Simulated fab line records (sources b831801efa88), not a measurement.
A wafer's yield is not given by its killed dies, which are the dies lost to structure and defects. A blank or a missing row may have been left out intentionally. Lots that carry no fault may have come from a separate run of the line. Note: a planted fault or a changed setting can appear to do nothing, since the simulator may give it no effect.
fab line records / flow gf180mcu
record lots=6 wafers=18 lastDay=34
route steps=602 shown M5@539 V5@540
lots with no fault: from the same line, run without faults
startH: start of the lot's first displayed wafer, in hours after the record's first day / waitH: how many hours have passed since the lot's step before this one / " identical to the entry in the row above / L1.1+2: a row that stands for several wafers / - no value, or no start given / * or withheld: withheld / < > ~ a bound
route shown NAME@n: names a module that has steps shown in the file, with the first one's number in the route / usual: mean/standard deviation of fault-free wafers / same: alike in all rows / chamber/n: place in a boat / sites: the reading at each site / _std_site: how widely they spread, as a standard deviation / _edge_site: outer sites' mean less inner sites' / radiusMm: for every site, how far away it sits from the centre of the wafer / mask NAME#n: copy n / behind: tool/chamber where the wafer was last shaped / hold: reason for holding the lot/hours on hold/outcome of the hold / device: names the non-switching transistor (n, p or np) / end of line: tests run on the same wafers once the route is complete / a step given without rows: its recipe and nothing more / killed: not the wafer's yield, but the dies lost to structure and defects at the first sort / map: dies across one wafer; x = killed, . = not, _ = none there
set.NAME: the setting as run; set.NAME@STEP: as run at that earlier step / model.NAME: the simulator's own value behind a step, which no gauge read
lots at selected steps of the route; one table per step, one row per wafer
services: a tool's chamber out of use, with start hour (startH, from the record's first day; less than 0 if before it), hours out, and reason
## steps
# step GF_M5_CLEAN_13
# recipe chemistry=DIW dry=n2Spin
# step GF_V5_CVD_00
# recipe material=SiO2 targetThkNm=300 sigmaOpenFrac=0.3 tempC=400 timeS=50 sih4FlowSccm=60 pressureMtorr=6
# step GF_V5_THK_MEAS_01
# recipe reads=SiO2_of_V5_CVD_00
# usual V5_CVD_00_THK=299/4.4
lot.wafer=L210.1 tool=filmMetro-02 chamber=- startH=654.80 waitH=0.0 V5_CVD_00_THK[nm]=295
lot.wafer=L210.3 tool=filmMetro-02 chamber=- startH=654.80 waitH=0.0 V5_CVD_00_THK[nm]=301
lot.wafer=L210.4 tool=filmMetro-02 chamber=- startH=654.80 waitH=0.0 V5_CVD_00_THK[nm]=304
lot.wafer=L214.1 tool=filmMetro-04 chamber=- startH=681.93 waitH=0.0 V5_CVD_00_THK[nm]=299
lot.wafer=L214.2 tool=filmMetro-04 chamber=- startH=681.93 waitH=0.0 V5_CVD_00_THK[nm]=297
lot.wafer=L214.6 tool=filmMetro-04 chamber=- startH=681.93 waitH=0.0 V5_CVD_00_THK[nm]=296
lot.wafer=L222.1 tool=filmMetro-04 chamber=- startH=730.64 waitH=0.0 V5_CVD_00_THK[nm]=294
lot.wafer=L222.4 tool=filmMetro-04 chamber=- startH=730.64 waitH=0.0 V5_CVD_00_THK[nm]=297
lot.wafer=L222.5 tool=filmMetro-04 chamber=- startH=730.64 waitH=0.0 V5_CVD_00_THK[nm]=297
lot.wafer=L224.1 tool=filmMetro-04 chamber=- startH=742.81 waitH=0.0 V5_CVD_00_THK[nm]=298
lot.wafer=L224.4 tool=filmMetro-04 chamber=- startH=742.81 waitH=0.0 V5_CVD_00_THK[nm]=295
lot.wafer=L224.6 tool=filmMetro-04 chamber=- startH=742.81 waitH=0.0 V5_CVD_00_THK[nm]=298
lot.wafer=L227.2 tool=filmMetro-03 chamber=- startH=755.95 waitH=0.0 V5_CVD_00_THK[nm]=300
lot.wafer=L227.4 tool=filmMetro-03 chamber=- startH=755.95 waitH=0.0 V5_CVD_00_THK[nm]=301
lot.wafer=L227.5 tool=filmMetro-03 chamber=- startH=755.95 waitH=0.0 V5_CVD_00_THK[nm]=306
lot.wafer=L228.1 tool=filmMetro-04 chamber=- startH=766.43 waitH=0.0 V5_CVD_00_THK[nm]=302
lot.wafer=L228.2 tool=filmMetro-04 chamber=- startH=766.43 waitH=0.0 V5_CVD_00_THK[nm]=297
lot.wafer=L228.6 tool=filmMetro-04 chamber=- startH=766.43 waitH=0.0 V5_CVD_00_THK[nm]=295
# step GF_V5_CVD_02
# recipe material=SiO2 targetThkNm=1450 precursor=TEOS tempC=400 timeS=163.28 rfW=600
# usual heaterPowerOuterW=383/61 heaterPowerW=652/79 rfFwdPowerW=597.6/1.9
lot.wafer=L210.1 tool=pecvd-02 chamber=0 startH=654.86 waitH=0.1 heaterPowerOuterW=387 heaterPowerW=674 rfFwdPowerW=596.1
lot.wafer=L210.3 tool=pecvd-02 chamber=1 startH=654.86 waitH=0.1 heaterPowerOuterW=397 heaterPowerW=714 rfFwdPowerW=597.0
lot.wafer=L210.4 tool=pecvd-02 chamber=0 startH=654.86 waitH=0.1 heaterPowerOuterW=420 heaterPowerW=730 rfFwdPowerW=595.6
lot.wafer=L214.1 tool=pecvd-03 chamber=0 startH=681.99 waitH=0.1 heaterPowerOuterW=389 heaterPowerW=657 rfFwdPowerW=595.8
lot.wafer=L214.2 tool=pecvd-03 chamber=1 startH=681.99 waitH=0.1 heaterPowerOuterW=393 heaterPowerW=669 rfFwdPowerW=599.2
lot.wafer=L214.6 tool=pecvd-03 chamber=0 startH=681.99 waitH=0.1 heaterPowerOuterW=415 heaterPowerW=712 rfFwdPowerW=595.4
lot.wafer=L222.1 tool=pecvd-02 chamber=1 startH=730.70 waitH=0.1 heaterPowerOuterW=367 heaterPowerW=699 rfFwdPowerW=597.7
lot.wafer=L222.4 tool=pecvd-02 chamber=0 startH=730.70 waitH=0.1 heaterPowerOuterW=317 heaterPowerW=569 rfFwdPowerW=594.1
lot.wafer=L222.5 tool=pecvd-02 chamber=2 startH=730.70 waitH=0.1 heaterPowerOuterW=383 heaterPowerW=571 rfFwdPowerW=598.9
lot.wafer=L224.1 tool=pecvd-03 chamber=0 startH=742.87 waitH=0.1 heaterPowerOuterW=385 heaterPowerW=645 rfFwdPowerW=594.4
lot.wafer=L224.4 tool=pecvd-03 chamber=2 startH=742.87 waitH=0.1 heaterPowerOuterW=441 heaterPowerW=747 rfFwdPowerW=599.3
lot.wafer=L224.6 tool=pecvd-03 chamber=1 startH=742.87 waitH=0.1 heaterPowerOuterW=304 heaterPowerW=522 rfFwdPowerW=598.3
lot.wafer=L227.2 tool=pecvd-02 chamber=2 startH=756.00 waitH=0.0 heaterPowerOuterW=459 heaterPowerW=681 rfFwdPowerW=599.9
lot.wafer=L227.4 tool=pecvd-02 chamber=1 startH=756.00 waitH=0.0 heaterPowerOuterW=282 heaterPowerW=570 rfFwdPowerW=598.6
lot.wafer=L227.5 tool=pecvd-02 chamber=2 startH=756.00 waitH=0.0 heaterPowerOuterW=366 heaterPowerW=577 rfFwdPowerW=598.4
lot.wafer=L228.1 tool=pecvd-03 chamber=0 startH=766.49 waitH=0.1 heaterPowerOuterW=370 heaterPowerW=638 rfFwdPowerW=595.4
lot.wafer=L228.2 tool=pecvd-03 chamber=1 startH=766.49 waitH=0.1 heaterPowerOuterW=395 heaterPowerW=648 rfFwdPowerW=597.5
lot.wafer=L228.6 tool=pecvd-03 chamber=2 startH=766.49 waitH=0.1 heaterPowerOuterW=362 heaterPowerW=617 rfFwdPowerW=599.0
# step GF_V5_THK_MEAS_03
# recipe reads=SiO2_of_V5_CVD_02
# usual V5_CVD_02_THK=1448/20
lot.wafer=L210.1 tool=filmMetro-04 chamber=- startH=654.97 waitH=0.1 V5_CVD_02_THK[nm]=1440
lot.wafer=L210.3 tool=filmMetro-04 chamber=- startH=654.97 waitH=0.1 V5_CVD_02_THK[nm]=1427
lot.wafer=L210.4 tool=filmMetro-04 chamber=- startH=654.97 waitH=0.1 V5_CVD_02_THK[nm]=1469
lot.wafer=L214.1 tool=filmMetro-03 chamber=- startH=682.10 waitH=0.1 V5_CVD_02_THK[nm]=1414
lot.wafer=L214.2 tool=filmMetro-03 chamber=- startH=682.10 waitH=0.1 V5_CVD_02_THK[nm]=1463
lot.wafer=L214.6 tool=filmMetro-03 chamber=- startH=682.10 waitH=0.1 V5_CVD_02_THK[nm]=1433
lot.wafer=L222.1 tool=filmMetro-02 chamber=- startH=730.80 waitH=0.1 V5_CVD_02_THK[nm]=1433
lot.wafer=L222.4 tool=filmMetro-02 chamber=- startH=730.80 waitH=0.1 V5_CVD_02_THK[nm]=1462
lot.wafer=L222.5 tool=filmMetro-02 chamber=- startH=730.80 waitH=0.1 V5_CVD_02_THK[nm]=1494
lot.wafer=L224.1 tool=filmMetro-02 chamber=- startH=742.97 waitH=0.1 V5_CVD_02_THK[nm]=1445
lot.wafer=L224.4 tool=filmMetro-02 chamber=- startH=742.97 waitH=0.1 V5_CVD_02_THK[nm]=1468
lot.wafer=L224.6 tool=filmMetro-02 chamber=- startH=742.97 waitH=0.1 V5_CVD_02_THK[nm]=1458
lot.wafer=L227.2 tool=filmMetro-02 chamber=- startH=756.12 waitH=0.1 V5_CVD_02_THK[nm]=1445
lot.wafer=L227.4 tool=filmMetro-02 chamber=- startH=756.12 waitH=0.1 V5_CVD_02_THK[nm]=1456
lot.wafer=L227.5 tool=filmMetro-02 chamber=- startH=756.12 waitH=0.1 V5_CVD_02_THK[nm]=1461
lot.wafer=L228.1 tool=filmMetro-04 chamber=- startH=766.59 waitH=0.1 V5_CVD_02_THK[nm]=1439
lot.wafer=L228.2 tool=filmMetro-04 chamber=- startH=766.59 waitH=0.1 V5_CVD_02_THK[nm]=1456
lot.wafer=L228.6 tool=filmMetro-04 chamber=- startH=766.59 waitH=0.1 V5_CVD_02_THK[nm]=1440
# step GF_V5_CMP_04
# recipe material=SiO2 downForcePsi=4 platenRpm=60 padVelocityMS=0.94248
# usual motorCurrentA=11.9/0.86 slurryFlowMlMin=150.0/0.48
lot.wafer=L210.3 tool=cmp-02 chamber=0 startH=655.03 waitH=0.0 motorCurrentA=12.3 slurryFlowMlMin=149.7
lot.wafer=L210.1 tool=cmp-02 chamber=2 startH=655.03 waitH=0.0 motorCurrentA=10.8 slurryFlowMlMin=150.2
lot.wafer=L210.4 tool=cmp-02 chamber=3 startH=655.03 waitH=0.0 motorCurrentA=13.2 slurryFlowMlMin=149.0
lot.wafer=L214.2 tool=cmp-02 chamber=1 startH=682.34 waitH=0.2 motorCurrentA=12.2 slurryFlowMlMin=151.0
lot.wafer=L214.1 tool=cmp-02 chamber=3 startH=682.34 waitH=0.2 motorCurrentA=13.3 slurryFlowMlMin=150.2
lot.wafer=L214.6 tool=cmp-02 chamber=0 startH=682.34 waitH=0.2 motorCurrentA=12.6 slurryFlowMlMin=150.4
lot.wafer=L222.1 tool=cmp-02 chamber=3 startH=730.86 waitH=0.1 motorCurrentA=12.7 slurryFlowMlMin=149.2
lot.wafer=L222.4 tool=cmp-02 chamber=2 startH=730.86 waitH=0.1 motorCurrentA=11.3 slurryFlowMlMin=149.9
lot.wafer=L222.5 tool=cmp-02 chamber=0 startH=730.86 waitH=0.1 motorCurrentA=12.0 slurryFlowMlMin=149.9
lot.wafer=L224.1 tool=cmp-01 chamber=2 startH=743.03 waitH=0.1 motorCurrentA=12.0 slurryFlowMlMin=150.4
lot.wafer=L224.4 tool=cmp-01 chamber=3 startH=743.03 waitH=0.1 motorCurrentA=10.7 slurryFlowMlMin=149.8
lot.wafer=L224.6 tool=cmp-01 chamber=2 startH=743.03 waitH=0.1 motorCurrentA=11.9 slurryFlowMlMin=149.8
lot.wafer=L227.2 tool=cmp-01 chamber=3 startH=756.17 waitH=0.0 motorCurrentA=10.5 slurryFlowMlMin=149.9
lot.wafer=L227.4 tool=cmp-01 chamber=0 startH=756.17 waitH=0.0 motorCurrentA=10.5 slurryFlowMlMin=149.5
lot.wafer=L227.5 tool=cmp-01 chamber=0 startH=756.17 waitH=0.0 motorCurrentA=11.2 slurryFlowMlMin=149.3
lot.wafer=L228.1 tool=cmp-01 chamber=2 startH=767.14 waitH=0.5 motorCurrentA=12.3 slurryFlowMlMin=150.0
lot.wafer=L228.2 tool=cmp-01 chamber=3 startH=767.14 waitH=0.5 motorCurrentA=10.5 slurryFlowMlMin=150.1
lot.wafer=L228.6 tool=cmp-01 chamber=3 startH=767.14 waitH=0.5 motorCurrentA=10.2 slurryFlowMlMin=150.0
# step GF_V5_BOW_MEAS_05
# recipe mode=bow
# usual V5_BOW=132/8
lot.wafer=L210.1 tool=filmMetro-02 chamber=- startH=655.33 waitH=0.1 V5_BOW[um]=127
lot.wafer=L210.3 tool=filmMetro-02 chamber=- startH=655.33 waitH=0.1 V5_BOW[um]=132
lot.wafer=L210.4 tool=filmMetro-02 chamber=- startH=655.33 waitH=0.1 V5_BOW[um]=128
lot.wafer=L214.1 tool=filmMetro-04 chamber=- startH=682.59 waitH=0.1 V5_BOW[um]=146
lot.wafer=L214.2 tool=filmMetro-04 chamber=- startH=682.59 waitH=0.1 V5_BOW[um]=148
lot.wafer=L214.6 tool=filmMetro-04 chamber=- startH=682.59 waitH=0.1 V5_BOW[um]=146
lot.wafer=L222.1 tool=filmMetro-02 chamber=- startH=731.16 waitH=0.2 V5_BOW[um]=127
lot.wafer=L222.4 tool=filmMetro-02 chamber=- startH=731.16 waitH=0.2 V5_BOW[um]=137
lot.wafer=L222.5 tool=filmMetro-02 chamber=- startH=731.16 waitH=0.2 V5_BOW[um]=143
lot.wafer=L224.1 tool=filmMetro-04 chamber=- startH=743.33 waitH=0.2 V5_BOW[um]=142
lot.wafer=L224.4 tool=filmMetro-04 chamber=- startH=743.33 waitH=0.2 V5_BOW[um]=128
lot.wafer=L224.6 tool=filmMetro-04 chamber=- startH=743.33 waitH=0.2 V5_BOW[um]=129
lot.wafer=L227.2 tool=filmMetro-04 chamber=- startH=756.49 waitH=0.3 V5_BOW[um]=137
lot.wafer=L227.4 tool=filmMetro-04 chamber=- startH=756.49 waitH=0.3 V5_BOW[um]=122
lot.wafer=L227.5 tool=filmMetro-04 chamber=- startH=756.49 waitH=0.3 V5_BOW[um]=147
lot.wafer=L228.1 tool=filmMetro-04 chamber=- startH=767.44 waitH=0.2 V5_BOW[um]=140
lot.wafer=L228.2 tool=filmMetro-04 chamber=- startH=767.44 waitH=0.2 V5_BOW[um]=130
lot.wafer=L228.6 tool=filmMetro-04 chamber=- startH=767.44 waitH=0.2 V5_BOW[um]=132
# step GF_V5_DEHYDRATE_06
# recipe tempC=200 timeS=60
# step GF_V5_HMDS_07
# recipe primeTimeS=60 primeTempC=120
# step GF_V5_COAT_08
# recipe resist=BARC tempC=withheld timeS=withheld spinRpm=withheld resistThkNm=withheld
# step GF_V5_COAT_09
# recipe resist=KrF spinRpm=withheld resistThkNm=1000
# step GF_V5_SOFTBAKE_10
# recipe tempC=130 timeS=60 resist=KrF
# step GF_V5_EXPOSE_11
# recipe maskId=Via5 targetCdNm=260 na=0.68 sourceShape=conventional sigmaOuter=0.6 doseMj=38
# usual exposureDoseMJCm2=38.00/0.04 focusOffsetNm=0.1/0.48 stageVelMmS=499.99/0.26
lot.wafer=L210.1 tool=krfScanner-02 chamber=0 startH=665.08 waitH=- mask=Via5#0 exposureDoseMJCm2=38.00 focusOffsetNm=-0.9 stageVelMmS=500.37
lot.wafer=L210.3 tool=krfScanner-02 chamber=0 startH=665.08 waitH=- mask=Via5#0 exposureDoseMJCm2=38.02 focusOffsetNm=-0.1 stageVelMmS=500.09
lot.wafer=L210.4 tool=krfScanner-02 chamber=0 startH=665.08 waitH=- mask=Via5#0 exposureDoseMJCm2=37.98 focusOffsetNm=-0.6 stageVelMmS=500.28
lot.wafer=L214.1 tool=krfScanner-01 chamber=0 startH=692.35 waitH=- mask=Via5#0 exposureDoseMJCm2=38.00 focusOffsetNm=-0.6 stageVelMmS=499.76
lot.wafer=L214.2 tool=krfScanner-01 chamber=0 startH=692.35 waitH=- mask=Via5#0 exposureDoseMJCm2=38.07 focusOffsetNm=-0.1 stageVelMmS=499.75
lot.wafer=L214.6 tool=krfScanner-01 chamber=0 startH=692.35 waitH=- mask=Via5#0 exposureDoseMJCm2=38.00 focusOffsetNm=0.3 stageVelMmS=499.88
lot.wafer=L222.1 tool=krfScanner-01 chamber=- startH=739.98 waitH=- mask=Via5#0 exposureDoseMJCm2=- focusOffsetNm=- stageVelMmS=-
lot.wafer=L222.4 tool=krfScanner-01 chamber=- startH=739.98 waitH=- mask=Via5#0 exposureDoseMJCm2=- focusOffsetNm=- stageVelMmS=-
lot.wafer=L222.5 tool=krfScanner-01 chamber=- startH=739.98 waitH=- mask=Via5#0 exposureDoseMJCm2=- focusOffsetNm=- stageVelMmS=-
lot.wafer=L224.1 tool=krfScanner-02 chamber=- startH=752.42 waitH=- mask=Via5#0 exposureDoseMJCm2=- focusOffsetNm=- stageVelMmS=-
lot.wafer=L224.4 tool=krfScanner-02 chamber=- startH=752.42 waitH=- mask=Via5#0 exposureDoseMJCm2=- focusOffsetNm=- stageVelMmS=-
lot.wafer=L224.6 tool=krfScanner-02 chamber=- startH=752.42 waitH=- mask=Via5#0 exposureDoseMJCm2=- focusOffsetNm=- stageVelMmS=-
lot.wafer=L227.2 tool=krfScanner-01 chamber=0 startH=765.20 waitH=- mask=Via5#0 exposureDoseMJCm2=38.00 focusOffsetNm=0.0 stageVelMmS=499.81
lot.wafer=L227.4 tool=krfScanner-01 chamber=0 startH=765.20 waitH=- mask=Via5#0 exposureDoseMJCm2=38.01 focusOffsetNm=0.7 stageVelMmS=499.85
lot.wafer=L227.5 tool=krfScanner-01 chamber=0 startH=765.20 waitH=- mask=Via5#0 exposureDoseMJCm2=38.02 focusOffsetNm=0.7 stageVelMmS=500.33
lot.wafer=L228.1 tool=krfScanner-02 chamber=0 startH=775.91 waitH=- mask=Via5#0 exposureDoseMJCm2=38.02 focusOffsetNm=-0.6 stageVelMmS=499.75
lot.wafer=L228.2 tool=krfScanner-02 chamber=0 startH=775.91 waitH=- mask=Via5#0 exposureDoseMJCm2=38.02 focusOffsetNm=-0.3 stageVelMmS=500.56
lot.wafer=L228.6 tool=krfScanner-02 chamber=0 startH=775.91 waitH=- mask=Via5#0 exposureDoseMJCm2=38.02 focusOffsetNm=-0.6 stageVelMmS=500.31
# step GF_V5_PEB_12
# recipe pebTempC=135 pebTimeS=90 resist=KrF
## services
tool=cmp-01 chamber=- startH=643.30 hours=1.0 kind=repair
tool=krfScanner-01 chamber=- startH=660.32 hours=1.3 kind=pm
tool=cmp-01 chamber=- startH=672.51 hours=1.8 kind=repair
tool=cmp-01 chamber=- startH=678.16 hours=5.5 kind=pm
tool=cmp-01 chamber=- startH=689.41 hours=6.3 kind=pm
tool=krfScanner-02 chamber=- startH=694.56 hours=14.3 kind=repair
tool=pecvd-03 chamber=- startH=719.31 hours=5.5 kind=pm
tool=krfScanner-02 chamber=- startH=730.69 hours=1.3 kind=pm
tool=krfScanner-02 chamber=- startH=736.09 hours=0.8 kind=pm
tool=pecvd-03 chamber=- startH=739.27 hours=0.9 kind=repair
tool=krfScanner-02 chamber=- startH=740.11 hours=1.0 kind=pm
tool=krfScanner-02 chamber=- startH=741.71 hours=1.4 kind=repair
tool=krfScanner-01 chamber=- startH=752.96 hours=0.8 kind=pm
tool=krfScanner-01 chamber=- startH=753.95 hours=8.3 kind=repair
tool=cmp-02 chamber=- startH=755.96 hours=28.3 kind=repair
tool=krfScanner-02 chamber=- startH=762.30 hours=0.8 kind=pm
tool=krfScanner-01 chamber=- startH=767.32 hours=1.0 kind=pm
tool=cmp-01 chamber=- startH=768.04 hours=4.0 kind=pm
tool=krfScanner-01 chamber=- startH=768.67 hours=15.0 kind=repair
tool=cmp-02 chamber=- startH=771.40 hours=0.4 kind=repair
tool=cmp-01 chamber=- startH=772.04 hours=- kind=consumableReplace:conditioner
tool=cmp-01 chamber=- startH=772.04 hours=- kind=consumableReplace:pad
## key
firstSign step=GF_V5_EXPOSE_11 reading=toolRecord direction=missing
effect none on later readings
metAt GF_V5_EXPOSE_11
struckWafers L222.1,L222.4,L222.5,L224.1,L224.4,L224.6
laterRowsLeftOut L222.1,L222.4,L222.5,L224.1,L224.4,L224.6
sortLeftOut L222.1,L222.4,L222.5,L224.1,L224.4,L224.6
onsetBetween 692.35 739.98
fault kind=skippedStepWhole tool=krfScanner-01,krfScanner-02 chamber=- onsetH=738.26 steps=GF_V5_EXPOSE_11 scope=struckLotsOnly
# sortLeftOut: the simulated sort isn't trusted on such a fault, so these wafers' sort isn't shown, and their yield isn't known
# laterRowsLeftOut: the simulator's readings of these wafers behind a module that went badly wrong aren't trusted and aren't shown, but for the sort
